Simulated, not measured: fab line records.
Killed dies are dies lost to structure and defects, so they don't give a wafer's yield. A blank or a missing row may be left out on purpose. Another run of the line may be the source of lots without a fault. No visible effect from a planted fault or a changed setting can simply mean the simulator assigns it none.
Which of the tools did it? | flow sky130 | 39 wafers from 13 lots sampled at 2 of the route's 708 steps

== WHAT THE GAUGES READ, wafer by wafer ==
SKY_CONTACT_CD_MEAS_14 targets a cd of 170 nm. Usual: cd-nm 170.4 nm, standard deviation 1.2.
lot  | measured     | on        | cd-nm (nm)        | flag
L113 | day 32 07:01 | cd-sem-01 | 169.7 169.8 170.0 |
L114 | day 32 10:06 | cd-sem-02 | 170.7 168.9 170.1 |
L115 | day 32 14:54 | cd-sem-01 | 170.9 171.6 170.4 |
L117 | day 33 04:38 | cd-sem-02 | 171.6 170.6 170.9 |
L116 | day 33 15:10 | cd-sem-01 | 170.7 171.4 169.5 |
L119 | day 34 11:04 | cd-sem-02 | 168.7 169.0 169.2 |
L120 | day 34 21:04 | cd-sem-01 | 168.4 169.4 168.1 |
L127 | day 36 06:02 | cd-sem-02 | 169.8 168.4 170.5 |
L129 | day 37 03:30 | cd-sem-01 | 169.5 168.7 171.8 |
L131 | day 37 13:14 | cd-sem-01 | 168.0 168.0 169.1 |
L132 | day 37 18:24 | cd-sem-02 | 169.7 168.9 172.5 |
L133 | day 37 23:52 | cd-sem-02 | 170.2 170.7 170.5 |
L134 | day 38 08:27 | cd-sem-01 | 171.6 171.6 172.2 |

== EACH LOT AND THE TOOL THAT RAN IT (in order: tool; ch and the chambers of the sampled wafers; start) ==
lot  | SKY_CONTACT_CVD_00
L113 | pecvd-02 ch 0,1,2, day 31 03:04
L114 | pecvd-02 ch 1,2, day 31 07:02
L115 | pecvd-04 ch 1,2, day 31 11:19
L117 | pecvd-04 ch 0,1, day 32 01:24
L116 | pecvd-01 ch 0,1, day 32 11:55
L119 | pecvd-02 ch 1,2, day 33 08:23
L120 | pecvd-04 ch 0,1,2, day 33 19:41
L127 | pecvd-02 ch 1,2, day 35 02:59
L129 | pecvd-01 ch 1,2, day 36 00:54
L131 | pecvd-04 ch 1,2, day 36 11:12
L132 | pecvd-02 ch 0,1, day 36 15:29
L133 | pecvd-02 ch 0,2, day 36 21:55
L134 | pecvd-04 ch 1,2, day 37 05:47
- SKY_CONTACT_CVD_00: deposits Si3N4, target thk 75 nm.

== AS READ BY THE TOOLS THEMSELVES (means over the sampled wafers that have a number; for cases with no such wafer, the mark the record gives instead) ==
SKY_CONTACT_CVD_00. Usual: heater-power-w 675 W, standard deviation 140.
lot  | tool     | heater-power-w (W) | flag
L113 | pecvd-02 | 696                |
L114 | pecvd-02 | 613                |
L115 | pecvd-04 | 832                |
L117 | pecvd-04 | 602                |
L116 | pecvd-01 | 713                |
L119 | pecvd-02 | 659                |
L120 | pecvd-04 | 694                |
L127 | pecvd-02 | 544                |
L129 | pecvd-01 | 580                |
L131 | pecvd-04 | 792                |
L132 | pecvd-02 | 579                |
L133 | pecvd-02 | 724                |
L134 | pecvd-04 | 778                |

== THE ANSWER, worked out from the rows above alone ==
Rule: take the mean of a lot's wafers that have a number; if it is more than 3 standard deviations from the usual mean, the lot is off. A lot without any number at a reading at which 4 lots or more have one is off too. Any other lot the step has rows for is counted as sound. The gauges are gone through in route order, then the tools' own readings, and for those a lot's mean is taken as printed above. The first step at which some lot is off is used, and at that step the reading that is off furthest; a lot without a number counts as furthest.
No lot is off at any reading shown: from this, nothing can be told.

== WHAT WAS PUT IN BY THE SIMULATOR ==
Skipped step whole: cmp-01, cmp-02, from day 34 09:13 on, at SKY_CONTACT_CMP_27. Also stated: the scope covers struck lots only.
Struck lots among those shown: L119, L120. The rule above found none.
